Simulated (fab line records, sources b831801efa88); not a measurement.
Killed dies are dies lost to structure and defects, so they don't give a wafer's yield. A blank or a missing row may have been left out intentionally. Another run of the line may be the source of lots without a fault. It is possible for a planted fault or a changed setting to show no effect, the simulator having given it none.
The tool behind it: which one?    flow sky130    Sampling: 13 lots, 39 wafers, 4 of 708 route steps

WHAT THE GAUGES SHOWED, per wafer
SKY_PWDE_TW_MEAS_10. Usual: PWDE_TW 377, standard deviation 3.4.
lot   measured     on            PWDE_TW      flag
L611  day 4 09:22  filmMetro-03  380 383 382  
L613  day 4 14:24  filmMetro-04  376 377 376  
L615  day 4 23:45  filmMetro-02  374 373 377  
L616  day 5 06:32  filmMetro-03  379 378 377  
L617  day 5 13:01  filmMetro-04  378 378 377  
L618  day 5 19:27  filmMetro-03  377 379 380  
L619  day 6 04:40  filmMetro-02  376 376 375  
L622  day 6 14:16  filmMetro-02  378 377 376  
L624  day 7 12:11  filmMetro-03  375 376 376  
L627  day 8 09:47  filmMetro-04  380 381 382  
L628  day 8 09:09  filmMetro-04  382 382 383  
L629  day 8 13:32  filmMetro-04  381 383 382  
L633  day 9 13:17  filmMetro-02  372 374 374  

WHAT TOOL EACH LOT RAN ON (gives the tool, then ch and the chambers of the sampled wafers, and finally the start)
lot   SKY_FIELD_ISO_ETCH_17           SKY_FIELD_ISO_WET_ETCH_30      SKY_PWDE_STRIP_09
L611  rieSi-01 ch 0,1,3, day 2 10:22  wetBench-04 ch 0, day 2 22:54  plasmaAsher-03 ch 0,1, day 4 09:15
L613  rieSi-02 ch 0,1,3, day 2 22:46  wetBench-01 ch 2, day 3 03:19  plasmaAsher-03 ch 0,1, day 4 14:17
L615  rieSi-01 ch 0,2,3, day 3 06:23  wetBench-01 ch 0, day 3 11:56  plasmaAsher-03 ch 0,1, day 4 23:38
L616  rieSi-02 ch 0,1,2, day 3 15:19  wetBench-01 ch 1, day 3 19:22  plasmaAsher-02 ch 0,1, day 5 06:26
L617  rieSi-01 ch 0,1,3, day 3 18:50  wetBench-04 ch 2, day 3 23:13  plasmaAsher-02 ch 0,1, day 5 12:55
L618  rieSi-02 ch 0,1, day 3 22:14    wetBench-04 ch 1, day 4 03:47  plasmaAsher-01 ch 0,1, day 5 19:21
L619  rieSi-01 ch 0,1,2, day 4 04:32  wetBench-01 ch 1, day 4 13:25  plasmaAsher-02 ch 0,1, day 6 04:35
L622  rieSi-02 ch 1,3, day 4 18:46    wetBench-04 ch 0, day 5 00:11  plasmaAsher-02 ch 1, day 6 14:09
L624  rieSi-01 ch 0,2,3, day 5 06:56  wetBench-04 ch 2, day 5 16:08  plasmaAsher-03 ch 0,1, day 7 12:05
L627  rieSi-02 ch 1,2,3, day 5 22:04  wetBench-01 ch 0, day 6 13:41  plasmaAsher-02 ch 0,1, day 8 09:41
L628  rieSi-01 ch 1,2,3, day 6 02:38  wetBench-01 ch 1, day 6 13:16  plasmaAsher-03 ch 0,1, day 8 09:03
L629  rieSi-01 ch 2,3, day 6 10:26    wetBench-03 ch 0, day 6 17:56  plasmaAsher-01 ch 0,1, day 8 13:26
L633  rieSi-02 ch 0,2, day 7 08:49    wetBench-03 ch 1, day 7 14:46  plasmaAsher-02 ch 0,1, day 9 13:11
- SKY_FIELD_ISO_ETCH_17: etches Si in HBr/Cl2/O2, target depth 342 nm, time 97.7 s.
- SKY_FIELD_ISO_WET_ETCH_30: etches SiO2 in dHF, target depth 25 nm, time 50 s.
- SKY_PWDE_STRIP_09: strips in O2/N2.

AS READ BY THE TOOLS THEMSELVES (means over the sampled wafers that have a number; for cases with no such wafer, the mark the record gives instead)
SKY_FIELD_ISO_ETCH_17. Usual: HBr_flow_sccm 150.0 sccm, standard deviation 0.44; drypumpMotorCurrentA 5.7 A, standard deviation 0.3; oesProductAu 0.994 a.u., standard deviation 0.014; runLengthS 125.7 s, standard deviation 0.47; throttleValvePct 25.660 %, standard deviation 0.013.
lot   tool      HBr_flow_sccm (sccm)  drypumpMotorCurrentA (A)  oesProductAu (a.u.)  runLengthS (s)  throttleValvePct (%)  flag
L611  rieSi-01  150.0                 5.9                       1.001                125.6           25.650                
L613  rieSi-02  150.0                 5.5                       0.984                126.0           25.666                
L615  rieSi-01  150.6                 6.1                       0.998                125.6           25.651                
L616  rieSi-02  150.0                 5.6                       0.998                125.7           25.656                
L617  rieSi-01  149.8                 5.9                       0.999                125.5           25.658                
L618  rieSi-02  149.9                 5.5                       0.992                125.9           25.661                
L619  rieSi-01  150.0                 5.8                       0.995                125.7           25.652                
L622  rieSi-02  150.1                 5.4                       0.979                126.0           25.671                
L624  rieSi-01  150.1                 6.1                       0.996                125.8           25.658                
L627  rieSi-02  149.9                 5.6                       0.989                126.0           25.666                
L628  rieSi-01  150.3                 5.9                       0.999                125.8           25.659                
L629  rieSi-01  149.9                 6.1                       0.999                125.9           25.657                
L633  rieSi-02  150.1                 5.7                       1.003                125.4           25.662                

SKY_FIELD_ISO_WET_ETCH_30. Usual: runLengthS 78.8 s, standard deviation 2.8.
lot   tool         runLengthS (s)  flag
L611  wetBench-04  76.5            
L613  wetBench-01  80.6            
L615  wetBench-01  78.2            
L616  wetBench-01  77.8            
L617  wetBench-04  76.5            
L618  wetBench-04  75.8            
L619  wetBench-01  79.4            
L622  wetBench-04  76.5            
L624  wetBench-04  82.6            
L627  wetBench-01  102.1           OFF
L628  wetBench-01  103.6           OFF
L629  wetBench-03  82.8            
L633  wetBench-03  83.0            

SKY_PWDE_STRIP_09. Usual: drypumpMotorCurrentA 5.6 A, standard deviation 0.44; oesProductAu 0.723 a.u., standard deviation 0.0047; stripTimeToEndpointS 36.91 s, standard deviation 0.12.
lot   tool            drypumpMotorCurrentA (A)  oesProductAu (a.u.)  stripTimeToEndpointS (s)  flag
L611  plasmaAsher-03  5.7                       0.720                36.74                     
L613  plasmaAsher-03  5.7                       0.725                37.02                     
L615  plasmaAsher-03  5.7                       0.724                36.95                     
L616  plasmaAsher-02  5.6                       0.720                36.83                     
L617  plasmaAsher-02  5.6                       0.727                36.90                     
L618  plasmaAsher-01  5.5                       0.722                37.06                     
L619  plasmaAsher-02  5.8                       0.723                37.00                     
L622  plasmaAsher-02  5.4                       0.720                36.96                     
L624  plasmaAsher-03  5.3                       0.719                37.01                     
L627  plasmaAsher-02  5.8                       0.726                36.67                     
L628  plasmaAsher-03  5.6                       0.721                36.89                     
L629  plasmaAsher-01  5.5                       0.721                36.84                     
L633  plasmaAsher-02  5.6                       0.716                36.77                     

THE ANSWER, worked out from the rows above alone
Rule: a lot is off if the mean of its wafers that have a number lies more than 3 standard deviations from the usual mean. A lot without any number at a reading at which 4 lots or more have one is off too. All remaining lots with rows at the step are treated as sound. The gauges are gone through in route order, then the tools' own readings, and for those a lot's mean is taken as printed above. The first step at which some lot is off is used, and at that step the reading that is off furthest; a lot without a number counts as furthest.
Off: L627, L628, at SKY_FIELD_ISO_WET_ETCH_30 (runLengthS).
If a tool, at that step or one of the process steps before it, ran each lot that is off and ran no sound lot following the first of them, it fits. One fits: SKY_FIELD_ISO_WET_ETCH_30 on wetBench-01. A fault onset in the window from L619 (day 4 13:25, its last sound lot) to L628 (day 6 13:16, its first lot off) fits.
On the lots that are off, the tool's own readings at SKY_FIELD_ISO_WET_ETCH_30 differ by more than 5 times the standard deviation of the sound lots' means, which bears it out; runLengthS reads 102.8 s there versus 79.1 s on the sound lots.

WHAT HAD BEEN PUT IN BY THE SIMULATOR
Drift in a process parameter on wetBench-01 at SKY_FIELD_ISO_WET_ETCH_30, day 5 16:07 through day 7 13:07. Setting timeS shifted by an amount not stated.
Shown lots that were struck: L628, L627. The same result came from the rule above.
